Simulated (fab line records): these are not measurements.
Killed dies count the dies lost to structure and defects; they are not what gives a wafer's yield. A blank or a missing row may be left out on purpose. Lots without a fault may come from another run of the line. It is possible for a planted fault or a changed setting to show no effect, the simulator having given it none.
Chamber matching    flow gf180mcu    GF_POLY_GATE_ETCH_13 on rieSi-01 has 4 sister chambers
The step etches poly-Si in HBr/Cl2, stops on SiO2, target depth 198.5 nm, time 69.6 s. 8 wafers are shown with their chamber, then 7 later ones without.

== WAFERS WITH THEIR CHAMBER ==
wafer   chamber  drypumpMotorCurrentA (A)  throttleValvePct (%)
L348.3  1        6.3                       33.682
L348.5  0        5.4                       33.677
L349.3  0        5.4                       33.676
L351.6  3        6.4                       33.691
L356.5  2        6.5                       33.690
L356.6  1        6.2                       33.681
L362.1  2        6.5                       33.674
L362.5  3        6.4                       33.688

== WAFERS MISSING THEIR CHAMBER ==
wafer   drypumpMotorCurrentA (A)  throttleValvePct (%)
L362.6  6.2                       33.681
L364.1  6.2                       33.679
L364.4  5.4                       33.687
L364.5  6.4                       33.676
L367.1  5.4                       33.684
L367.4  6.5                       33.686
L367.6  5.4                       33.690

== WHICH CHAMBER EACH WENT THROUGH ==
wafer   from the rows above      in truth
L362.6  1                        1
L364.1  1                        1
L364.4  0                        0
L364.5  can't be placed: 3 or 2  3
L367.1  0                        0
L367.4  2                        2
L367.6  0                        0
Placed correctly: 6 of 7. Not placeable from these rows: 1 (in 1, the candidates include the true chamber). Number placed wrongly: 0.
How it was worked out, from the rows above alone: a wafer's distance from a chamber is the root of the sum, over the readings, of the square of ((its reading less the chamber's mean) divided by the reading's scatter). If the next closest chamber is less than 2 further off than the closest, the wafer can't be placed; otherwise it belongs to the closest. For every chamber, the mean is computed from those of its wafers that are shown. How the scatter is found: for the shown wafers, subtract from each reading the mean of its chamber, square and add these, divide the total by (wafers less chambers), then take the root.
